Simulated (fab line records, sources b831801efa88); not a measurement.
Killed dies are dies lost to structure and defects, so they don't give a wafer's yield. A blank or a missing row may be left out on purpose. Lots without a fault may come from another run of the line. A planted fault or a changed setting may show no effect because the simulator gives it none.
A struck lot beside a sound one | flow sky130 | 17 steps out of a route of 708
Sound: wafers L400.3, L400.4, L400.5. Struck: wafers L401.1, L401.3, L401.4. The cause comes at the end.
At each step with rows: each side's tool, then ch and its chambers, then its first start. Under that, the readings that differ: sound wafers | struck wafers | difference of the means | sigmas: that difference in standard deviations of wafers without a fault.
alike: readings whose means differ by less than 2 such deviations, and words and numbers that are the same on both sides. not compared: withheld readings, readings that some wafer has no value for, bounds like >300 that may hide the same value, and numbers for which the record gives no deviation and whose values overlap.
The two part at a step that has a row with sigmas, a row that says differs or no value, or rows on one side only. Numbers that don't overlap but have no deviation are shown without sigmas and don't part them. A reading that every wafer of one side lacks parts them only if that side has two wafers or more.

SKY_LDD_P_OVL_MEAS_08:
  sound on overlay-02, day 20 03:20; struck on overlay-01, day 20 18:35
  alike: LDD_P_OVL
then, 1 step without rows for these wafers: SKY_LDD_P_IMPLANT_09.
SKY_LDD_P_STRIP_10: strips in O2/N2.
  sound on plasma_asher-04 ch 0,1, day 20 03:32; struck on plasma_asher-01 ch 0,1, day 20 18:46
  alike: drypump_motor_current_A, oes_product_au, strip_time_to_endpoint_s
  not compared: rf_hours_counter_h
SKY_LDD_P_TW_MEAS_11:
  sound on film_metro-02, day 20 03:38; struck on film_metro-02, day 20 18:52
  alike: LDD_P_TW
then, 7 steps without rows for these wafers: SKY_LDD_HVN_DEHYDRATE_00 (time 60 s); SKY_LDD_HVN_HMDS_01 (prime time 60 s); SKY_LDD_HVN_COAT_02 (resist thk 300 nm); SKY_LDD_HVN_SOFTBAKE_03 (time 60 s); SKY_LDD_HVN_EXPOSE_04 (exposes mask HVNTM, target cd 700 nm); SKY_LDD_HVN_PEB_05; SKY_LDD_HVN_DEVELOP_06 (develop time 60 s).
SKY_LDD_HVN_OVL_MEAS_07:
  sound on overlay-02, day 21 10:43; struck on overlay-01, day 22 01:49
  alike: LDD_HVN_OVL
SKY_LDD_HVN_IMPLANT_08:
  sound on implanter-01 ch 0, day 21 10:47; struck on implanter-01 ch 0, day 22 01:50
  reading                          | sound                         | struck                           | difference  | sigmas
  beam_on_s (s)                    | 10.03 10.02 10.14             | 11.84 11.79 11.24                | +1.56       | +8
  dose_ions_cm2                    | 2.997e+13 2.997e+13 3.002e+13 | 2.6851e+14 2.6853e+14 2.6852e+14 | +2.3853e+14 | +99 or more
  end_station_pressure_torr (Torr) | 5.24e-06 5.1e-06 5.24e-06     | 5.69e-06 6.18e-06 6.24e-06       | +8.43e-07   | +3
  faraday_current_uA               | 168 169 168                   | 1274 1282 1340                   | +1130       | +99 or more
SKY_LDD_HVN_STRIP_09: strips in O2/N2.
  sound on plasma_asher-02 ch 0,1, day 21 10:55; struck on plasma_asher-01 ch 0,1, day 22 01:59
  alike: drypump_motor_current_A, oes_product_au, strip_time_to_endpoint_s
  not compared: rf_hours_counter_h
SKY_LDD_HVN_TW_MEAS_10:
  sound on film_metro-01, day 21 11:01; struck on film_metro-02, day 22 02:05
  reading    | sound          | struck         | difference | sigmas
  LDD_HVN_TW | 1440 1444 1443 | 2828 2827 2830 | +1386      | +99 or more
then, 1 step without rows for these wafers: SKY_LDD_HVP_DEHYDRATE_00 (time 60 s).
-- the record jumps here: 25 days lie between the struck wafers' starts before and after (it left off in module LDD_HVP and takes up again in module PAD_OPEN, whose first step shown is number 708 of the route) --
SKY_PAD_OPEN_PROBE_99:
  sound on prober-02, day 46 13:29; struck on prober-01, day 47 00:36
  reading                                | sound             | struck            | difference | sigmas
  model.etest.tip_n_5v.rs_ohm_sq         | 1402 1397 1399    | 260.6 260.8 260.4 | -1138.7    |
  model.etest.nfet_g5v0d10v5.r_on_ohm_um | 1846 1858 1847    | 1457 1452 1475    | -389       |
  model.etest.nfet_g5v0d10v5.drive_ua_um | 614.1 614.3 613.3 | 704 710.8 710.5   | +95        |
  model.etest.nfet_05v0_nvt.drive_ua_um  | 577 581.8 579.3   | 618 615.4 616     | +37        |
  model.etest.tip_n_5v.rs_ohm_sq_range   | 36.46 19.06 25.31 | 5.477 6.223 4.399 | -21.577    |
  model.etest.res_ndiff_hv.rs_ohm_sq     | 111 111.5 111.8   | 98.22 97.53 97.83 | -13.57     |
  model.etest.nfet_16v.drive_ua_um       | 227.8 228.5 226.2 | 223.9 224.2 222.9 | -3.8       |
  model.etest.ring_5v.delay_ps           | 44.79 44.67 44.61 | 42.23 41.47 42.31 | -2.69      |
  alike: killed_at_M0_to_M3, killed_at_M4_up, killed_at_contacts, killed_at_front_end, killed_at_other, killed_dies, killed_open, killed_short

WHERE THEY PART
First at SKY_LDD_HVN_IMPLANT_08; last, within this record, at SKY_LDD_HVN_TW_MEAS_10. Later steps at which nothing parts them and some readings are alike: SKY_PAD_OPEN_PROBE_99.

WHY: what the simulator had put in
Process parameter drift: implanter-01, from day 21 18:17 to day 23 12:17, at SKY_LDD_HVN_IMPLANT_08. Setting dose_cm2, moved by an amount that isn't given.
